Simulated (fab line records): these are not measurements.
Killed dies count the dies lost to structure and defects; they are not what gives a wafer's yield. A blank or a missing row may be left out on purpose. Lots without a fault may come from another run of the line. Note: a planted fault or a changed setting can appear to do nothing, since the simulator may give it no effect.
Matching of chambers    flow gf180mcu    GF_V5_CMP_26 on cmp-02 has 4 sister chambers
The step polishes, stops on SiO2, t overpolish 15 s, target thk 0 nm. 8 wafers are shown with their chamber, then 10 later ones without.

== WAFERS WITH THEIR CHAMBER ==
wafer   chamber  motor_current_A (A)  time_to_endpoint_s (s)
L074.1  3        13.6                 84
L075.2  3        13.3                 87
L078.5  2        11.1                 82
L083.3  2        11.2                 86
L083.4  1        11.0                 94
L083.6  0        13.9                 94
L084.2  0        13.9                 91
L084.4  1        11.0                 89

== WAFERS WHOSE CHAMBER IS MISSING ==
wafer   motor_current_A (A)  time_to_endpoint_s (s)
L084.5  11.7                 92
L084.1  13.8                 87
L084.3  11.5                 83
L084.6  14.0                 88
L087.1  15.2                 83
L087.2  11.7                 92
L087.4  11.0                 84
L089.3  14.0                 80
L089.4  14.0                 86
L089.6  13.7                 86

== WHICH CHAMBER EACH ONE RAN IN ==
wafer    from the rows above       in truth
L084.5   can't be placed: 2 or 1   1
L084.1   can't be placed: 0 or 3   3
L084.3   2                         2
L084.6   0                         0
L087.1   0                         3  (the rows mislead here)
L087.2   can't be placed: 2 or 1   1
L087.4   can't be placed: 2 or 1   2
L089.3   can't be placed: 0 or 3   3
L089.4   0                         0
L089.6   can't be placed: 3 or 0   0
3 of 10 placed correctly. From these rows, 6 cannot be placed; in 6 the true chamber is one of the candidates. 1 placed wrongly.
How it was worked out, from the rows above alone: a wafer's distance from a chamber is the root of the sum, over the readings, of the square of ((its reading less the chamber's mean) divided by the reading's scatter). If the next closest chamber is less than 2 further off than the closest, the wafer can't be placed; otherwise it belongs to the closest. The mean given for a chamber averages the wafers shown for that chamber. The scatter: the root of (the sum of the squares of (reading less its chamber's mean) over the shown wafers, divided by (wafers less chambers)).
